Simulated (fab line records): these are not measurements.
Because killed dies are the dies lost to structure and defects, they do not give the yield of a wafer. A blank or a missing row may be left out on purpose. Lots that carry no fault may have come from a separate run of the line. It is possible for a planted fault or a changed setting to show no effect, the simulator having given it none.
The tool behind it: which one?    flow sky130    Sampling: 10 lots, 30 wafers, 5 of 708 route steps

WHAT THE GAUGES SHOWED, per wafer
SKY_CAP2M_RS_MEAS_03: measures by four-point-probe. Usual: CAP2M_TIN_RS 6.91 ohm/sq, standard deviation 0.079.
lot   measured      on             CAP2M_TIN_RS (ohm/sq)  flag
L264  day 40 12:04  film_metro-02  6.96 7.08 6.90         
L265  day 41 03:36  film_metro-03  6.90 6.87 6.89         
L266  day 41 06:01  film_metro-04  6.92 6.95 6.94         
L268  day 41 11:55  film_metro-04  6.95 6.82 6.82         
L270  day 42 09:50  film_metro-02  6.95 7.00 6.91         
L274  day 43 11:19  film_metro-03  6.91 6.99 6.89         
L277  day 44 18:13  film_metro-03  7.07 7.03 7.09         
L281  day 45 15:53  film_metro-04  6.95 6.93 6.86         
L280  day 45 17:55  film_metro-04  6.96 6.89 6.94         
L282  day 45 21:25  film_metro-03  6.77 6.71 6.79         

SKY_VIA4_BOW_MEAS_03. Usual: VIA4_BOW 81 um, standard deviation 8.9.
lot   measured      on             VIA4_BOW (um)  flag
L264  day 42 14:28  film_metro-01  75 75 83       
L265  day 43 05:10  film_metro-03  73 64 85       
L266  day 43 06:52  film_metro-04  84 83 78       
L268  day 43 12:54  film_metro-01  68 76 80       
L270  day 44 09:53  film_metro-04  90 94 89       
L274  day 45 09:40  film_metro-04  81 94 93       
L277  day 46 14:35  film_metro-03  90 83 83       
L281  day 47 11:34  film_metro-04  91 90 92       
L280  day 47 12:52  film_metro-01  90 85 79       
L282  day 47 16:20  film_metro-03  76 70 67       

SKY_PASSIVATION_THK_MEAS_03. Usual: PASSIVATION_CVD_02_THK 540 nm, standard deviation 7.6.
lot   measured      on             PASSIVATION_CVD_02_THK (nm)  flag
L264  day 44 14:56  film_metro-01  523 536 532                  
L265  day 45 02:59  film_metro-01  532 541 547                  
L266  day 45 05:50  film_metro-02  535 536 549                  
L268  day 45 11:54  film_metro-02  549 538 547                  
L270  day 46 05:59  film_metro-03  538 533 542                  
L274  day 47 03:34  film_metro-03  530 529 456                  OFF
L277  day 48 08:06  film_metro-02  547 538 545                  
L281  day 49 02:40  film_metro-02  549 550 550                  
L280  day 49 04:56  film_metro-01  531 541 553                  
L282  day 49 07:20  film_metro-02  535 543 547                  

TOOL THAT RAN EACH LOT (tool first, then ch and the chambers of the sampled wafers, then the start)
lot   SKY_VIA4_SPUTTER_17           SKY_PASSIVATION_CVD_02
L264  pvd_sputter-02, day 43 14:01  pecvd-02 ch 0,1,2, day 44 14:42
L265  pvd_sputter-01, day 44 03:31  pecvd-03 ch 0,2, day 45 02:44
L266  pvd_sputter-02, day 44 05:41  pecvd-04 ch 0,1,2, day 45 05:35
L268  pvd_sputter-02, day 44 11:52  pecvd-04 ch 0,1,2, day 45 11:46
L270  pvd_sputter-04, day 45 07:56  pecvd-02 ch 0,2, day 46 05:46
L274  pvd_sputter-02, day 46 06:14  pecvd-02 ch 0,1,2, day 47 03:20
L277  pvd_sputter-02, day 47 10:55  pecvd-03 ch 0,1,2, day 48 07:52
L281  pvd_sputter-01, day 48 06:37  pecvd-03 ch 0,1,2, day 49 02:25
L280  pvd_sputter-01, day 48 08:54  pecvd-03 ch 0,1,2, day 49 04:43
L282  pvd_sputter-02, day 48 12:05  pecvd-03 ch 0,1, day 49 07:05
- SKY_VIA4_SPUTTER_17: material TiN, target thk 20 nm, time 80 s.
- SKY_PASSIVATION_CVD_02: deposits Si3N4, target thk 540 nm.

AS READ BY THE TOOLS THEMSELVES (means over the sampled wafers that have a number; for cases with no such wafer, the mark the record gives instead)
SKY_VIA4_SPUTTER_17. Usual: cathode_dc_power_W 3999.9 W, standard deviation 0.65; throttle_valve_pct 30.0 %, standard deviation 1.2.
lot   tool            cathode_dc_power_W (W)  throttle_valve_pct (%)  flag
L264  pvd_sputter-02  3999.2                  30.0                    
L265  pvd_sputter-01  3999.7                  28.4                    
L266  pvd_sputter-02  3999.5                  29.8                    
L268  pvd_sputter-02  4000.1                  30.8                    
L270  pvd_sputter-04  4000.6                  30.7                    
L274  pvd_sputter-02  3999.0                  29.9                    
L277  pvd_sputter-02  4000.4                  30.5                    
L281  pvd_sputter-01  3999.4                  29.6                    
L280  pvd_sputter-01  3999.7                  29.6                    
L282  pvd_sputter-02  3999.7                  29.8                    

SKY_PASSIVATION_CVD_02. Usual: heater_power_outer_w 437 W, standard deviation 63; heater_power_w 712 W, standard deviation 90; rf_fwd_power_W 449.3 W, standard deviation 1.4.
lot   tool      heater_power_outer_w (W)  heater_power_w (W)  rf_fwd_power_W (W)  flag
L264  pecvd-02  457                       763                 449.1               
L265  pecvd-03  432                       711                 448.9               
L266  pecvd-04  384                       628                 449.6               
L268  pecvd-04  351                       581                 448.8               
L270  pecvd-02  426                       688                 448.8               
L274  pecvd-02  462                       761                 390.0               OFF
L277  pecvd-03  479                       753                 450.7               
L281  pecvd-03  473                       754                 449.3               
L280  pecvd-03  464                       743                 449.9               
L282  pecvd-03  465                       791                 448.2               

THE ANSWER, worked out from the rows above alone
Rule: take the mean of a lot's wafers that have a number; if it is more than 3 standard deviations from the usual mean, the lot is off. Also off: a lot with no number at a reading for which 4 or more lots have one. Where the step has rows for the other lots, those lots are counted as sound. The gauges are gone through in route order, then the tools' own readings, and for those a lot's mean is taken as printed above. The first step at which some lot is off is used, and at that step the reading that is off furthest; a lot without a number counts as furthest.
Off: L274, at SKY_PASSIVATION_THK_MEAS_03 (PASSIVATION_CVD_02_THK).
A tool fits if, at a process step before that reading, it ran every lot that is off, and no sound lot after the first of them. The gauges at SKY_PASSIVATION_THK_MEAS_03 aren't tried: what is off there is off at SKY_PASSIVATION_CVD_02 too, on other tools, and a gauge's error can't cause that. One candidate fits, namely pecvd-02 at SKY_PASSIVATION_CVD_02. Its last sound lot is L270 (day 46 05:46), its first lot that is off L274 (day 47 03:20): a fault that began between those two fits.
On the lots that are off, the tool's own readings at SKY_PASSIVATION_CVD_02 differ by more than 5 times the standard deviation of the sound lots' means, which bears it out; rf_fwd_power_W reads 390.0 W there versus 449.3 W on the sound lots.

WHAT THE SIMULATOR HAD PUT IN
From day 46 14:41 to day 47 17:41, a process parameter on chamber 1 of pecvd-02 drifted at SKY_PASSIVATION_CVD_02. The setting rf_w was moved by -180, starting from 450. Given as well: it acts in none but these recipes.
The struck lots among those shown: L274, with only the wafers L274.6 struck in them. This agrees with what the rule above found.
